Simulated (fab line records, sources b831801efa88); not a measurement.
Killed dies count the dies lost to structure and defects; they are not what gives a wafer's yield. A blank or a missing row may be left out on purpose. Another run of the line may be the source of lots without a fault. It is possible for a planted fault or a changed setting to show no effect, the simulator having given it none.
One fault seen from 2 desks / flow gf180mcu / numbers are kept per desk, each desk with only its own; the story behind them comes last

## TOOL OWNER'S DESK, implanter-03
For each lot that ran on this tool, the mean over its sampled wafers that have a number, from the tool's own readings at GF_VT_IMPLANT_IMPLANT_08. If a lot's mean is further than 4 standard deviations from the usual mean, the lot is out of limits and carries the mark OUT (the distance appears in the brackets).
Columns: A = beam energy keV at GF_VT_IMPLANT_IMPLANT_08, usual 20.001; B = dose ions cm2 at GF_VT_IMPLANT_IMPLANT_08, usual 8.289e+12; C = faraday current uA at GF_VT_IMPLANT_IMPLANT_08, usual 46.9; D = tilt deg at GF_VT_IMPLANT_IMPLANT_08, usual 6.997 degrees
lot=L116; first seen here=day 5 14:10; A=19.993; B=8.282e+12; C=46.9; D=6.994
lot=L119; first seen here=day 6 08:05; A=20.001; B=8.287e+12; C=47.2; D=6.999
lot=L122; first seen here=day 7 00:19; A=20.012; B=9.410e+12 (+99 or more) OUT; C=53.1 (+5.6) OUT; D=6.977
lot=L123; first seen here=day 7 07:04; A=20.006; B=9.411e+12 (+99 or more) OUT; C=53.0 (+5.5) OUT; D=7.015
lot=L124; first seen here=day 7 14:56; A=19.999; B=9.419e+12 (+99 or more) OUT; C=52.7 (+5.3) OUT; D=6.996
lot=L132; first seen here=day 9 19:01; A=20.000; B=8.280e+12; C=45.9; D=6.987
lot=L133; first seen here=day 9 20:34; A=20.001; B=8.300e+12; C=47.9; D=6.971
lot=L135; first seen here=day 10 11:31; A=20.004; B=8.277e+12; C=46.7; D=7.006
lot=L137; first seen here=day 11 12:50; A=20.001; B=8.287e+12; C=46.3; D=6.983
Finding of this desk: L122, L123, L124 out of limits; the first was L122 at day 7 00:19, on dose ions cm2 at GF_VT_IMPLANT_IMPLANT_08. L116, L119, L132, L133, L135, L137 stayed within limits.

## METROLOGY DESK
Lot by lot, what the gauges showed, no matter which tool ran the lot: averages of those sampled wafers that carry a number. If a lot's mean is further than 4 standard deviations from the usual mean, the lot is out of limits and carries the mark OUT (the distance appears in the brackets).
Columns: A = STI_CVD_03_THK at GF_STI_THK_MEAS_04, usual 207.3 nm; B = LVPWELL_OVL at GF_LVPWELL_OVL_MEAS_07, usual 0.4 nm; C = VT_IMPLANT_TW at GF_VT_IMPLANT_TW_MEAS_10, usual 566
lot=L116; first seen here=day 1 13:34; A=211.1; B=-2.4; C=568
lot=L119; first seen here=day 2 05:34; A=208.8; B=-0.1; C=567
lot=L122; first seen here=day 2 19:34; A=205.0; B=1.0; C=586 (+6.4) OUT
lot=L123; first seen here=day 3 01:02; A=210.0; B=-0.5; C=598 (+9.9) OUT
lot=L124; first seen here=day 3 05:50; A=205.2; B=2.2; C=587 (+6.5) OUT
lot=L125; first seen here=day 3 10:34; A=207.2; B=1.5; C=567
lot=L132; first seen here=day 5 01:26; A=210.3; B=2.3; C=564
lot=L133; first seen here=day 5 02:34; A=205.6; B=-0.5; C=565
lot=L135; first seen here=day 5 15:02; A=206.9; B=0.8; C=573
lot=L136; first seen here=day 5 19:05; A=206.2; B=-0.8; C=564
lot=L137; first seen here=day 5 23:33; A=207.0; B=0.1; C=566
lot=L138; first seen here=day 6 04:52; A=206.6; B=0.8; C=566
Finding of this desk: L122, L123, L124 out of limits, first seen on L122 at day 7 00:34 (VT_IMPLANT_TW at GF_VT_IMPLANT_TW_MEAS_10). L116, L119, L125, L132, L133, L135, L136, L137, L138 stayed within limits.

## PUT TOGETHER
At day 7 00:19, on L122, L123, L124, the tool owner's desk was in a position to raise an alarm.
The metrology desk could have raised an alarm at day 7 00:34, on L122, L123, L124.
All the named lots went through GF_VT_IMPLANT_IMPLANT_08 on implanter-03.

## WHAT HAD BEEN PUT IN BY THE SIMULATOR
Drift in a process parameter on implanter-03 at GF_VT_IMPLANT_IMPLANT_08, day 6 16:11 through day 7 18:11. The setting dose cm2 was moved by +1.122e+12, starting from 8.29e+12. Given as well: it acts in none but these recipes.
Struck lots among those shown: L122, L123, L124.
Hours from the fault's start to each desk's first reading out of limits: the tool owner's desk, 8; the metrology desk, 8.
